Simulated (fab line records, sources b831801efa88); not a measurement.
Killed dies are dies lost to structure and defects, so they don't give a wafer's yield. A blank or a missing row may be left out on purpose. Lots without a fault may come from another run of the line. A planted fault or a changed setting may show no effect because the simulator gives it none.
A struck lot beside a sound one | flow sky130 | 17 steps out of a route of 708
Sound: wafers L716.3, L716.4, L716.5. Struck: wafers L702.1, L702.5, L702.6. The cause comes at the end.
At each step with rows: each side's tool, then ch and its chambers, then its first start. Under that, the readings that differ: sound wafers | struck wafers | difference of the means | sigmas: that difference in standard deviations of wafers without a fault.
alike: readings whose means differ by less than 2 such deviations, and words and numbers that are the same on both sides. not compared: withheld readings, readings that some wafer has no value for, bounds like >300 that may hide the same value, and numbers for which the record gives no deviation and whose values overlap.
The two part at a step that has a row with sigmas, a row that says differs or no value, or rows on one side only. Numbers that don't overlap but have no deviation are shown without sigmas and don't part them. A reading that every wafer of one side lacks parts them only if that side has two wafers or more.

SKY_VT_ADJUST_HVTP_OVL_MEAS_08:
  sound on overlay-02, day 11 03:19; struck on overlay-01, day 7 08:04
  alike: VT_ADJUST_HVTP_OVL
then, 1 step without rows for these wafers: SKY_VT_ADJUST_HVTP_IMPLANT_09.
SKY_VT_ADJUST_HVTP_STRIP_10: strips in O2/N2.
  sound on plasma_asher-04 ch 0,1, day 11 03:32; struck on plasma_asher-02 ch 0,1, day 7 08:14
  alike: drypump_motor_current_A, oes_product_au, strip_time_to_endpoint_s
  not compared: rf_hours_counter_h
SKY_VT_ADJUST_HVTP_TW_MEAS_11:
  sound on film_metro-04, day 11 03:37; struck on film_metro-04, day 7 08:20
  alike: VT_ADJUST_HVTP_TW
then, 7 steps without rows for these wafers: SKY_VT_ADJUST_LVTN_DEHYDRATE_00 (time 60 s); SKY_VT_ADJUST_LVTN_HMDS_01 (prime time 60 s); SKY_VT_ADJUST_LVTN_COAT_02 (resist thk 3000 nm); SKY_VT_ADJUST_LVTN_SOFTBAKE_03; SKY_VT_ADJUST_LVTN_EXPOSE_04 (exposes mask NWM COMPLEMENT LESS NATIVE, target cd 840 nm); SKY_VT_ADJUST_LVTN_PEB_05; SKY_VT_ADJUST_LVTN_DEVELOP_06 (develop time 60 s).
SKY_VT_ADJUST_LVTN_OVL_MEAS_07:
  sound on overlay-01, day 12 03:12; struck on overlay-02, day 8 04:32
  alike: VT_ADJUST_LVTN_OVL
SKY_VT_ADJUST_LVTN_IMPLANT_08:
  sound on implanter-02 ch 0, day 12 03:17; struck on implanter-01 ch 0, day 8 04:53
  alike: beam_energy_keV, end_station_pressure_torr
SKY_VT_ADJUST_LVTN_STRIP_09: strips in O2/N2.
  sound on plasma_asher-04 ch 0,1, day 12 03:25; struck on plasma_asher-04 ch 0,1, day 8 05:02
  alike: drypump_motor_current_A, oes_product_au, strip_time_to_endpoint_s
  not compared: rf_hours_counter_h
SKY_VT_ADJUST_LVTN_TW_MEAS_10:
  sound on film_metro-02, day 12 03:30; struck on film_metro-02, day 8 05:08
  reading           | sound             | struck            | difference | sigmas
  VT_ADJUST_LVTN_TW | 243.1 242.3 245.1 | 300.8 299.2 298.1 | +55.9      | +31
then, 1 step without rows for these wafers: SKY_VT_ADJUST_LVTN_DEHYDRATE_11 (time 60 s).
-- the record jumps here: 39 days lie between the struck wafers' starts before and after (it left off in module VT_ADJUST_LVTN and takes up again in module PAD_OPEN, whose first step shown is number 708 of the route) --
SKY_PAD_OPEN_PROBE_99:
  sound on prober-01, day 50 04:28; struck on prober-01, day 47 02:55
  reading                                   | sound                | struck               | difference | sigmas
  model.etest.nfet_01v8_lvt.drive_ua_um     | 566.4 571.6 563.1    | 539.8 521.3 522.8    | -39.1      |
  model.etest.nfet_01v8.drive_ua_um         | 490.4 500 492.9      | 481.3 465.8 464.9    | -23.8      |
  model.etest.nfet_01v8_turned.drive_ua_um  | 494.1 500.3 495.6    | 480.3 467.2 466.2    | -25.4      |
  model.etest.nfet_01v8_swapped.drive_ua_um | 490 497.2 487.3      | 483.5 464.6 462.3    | -21.4      |
  model.etest.nfet_01v8_lvt.vt_sat_v (V)    | 0.5411 0.5352 0.546  | 0.5777 0.5944 0.5937 | +0.0478    |
  model.etest.nfet_01v8.vt_sat_v (V)        | 0.6561 0.6525 0.6561 | 0.6754 0.6891 0.6881 | +0.0293    |
  model.etest.nfet_01v8_lvt.vt_v (V)        | 0.6204 0.6109 0.6213 | 0.639 0.6524 0.6538  | +0.031     |
  alike: killed_at_M0_to_M3, killed_at_M4_up, killed_at_contacts, killed_at_front_end, killed_at_other, killed_dies, killed_open, killed_short
  not compared: model.etest.nfet_01v8_swapped.off_log10_a_um

WHERE THEY PART
Only at SKY_VT_ADJUST_LVTN_TW_MEAS_10, within this record. Later steps at which nothing parts them and some readings are alike: SKY_PAD_OPEN_PROBE_99.

WHY: what the simulator had put in
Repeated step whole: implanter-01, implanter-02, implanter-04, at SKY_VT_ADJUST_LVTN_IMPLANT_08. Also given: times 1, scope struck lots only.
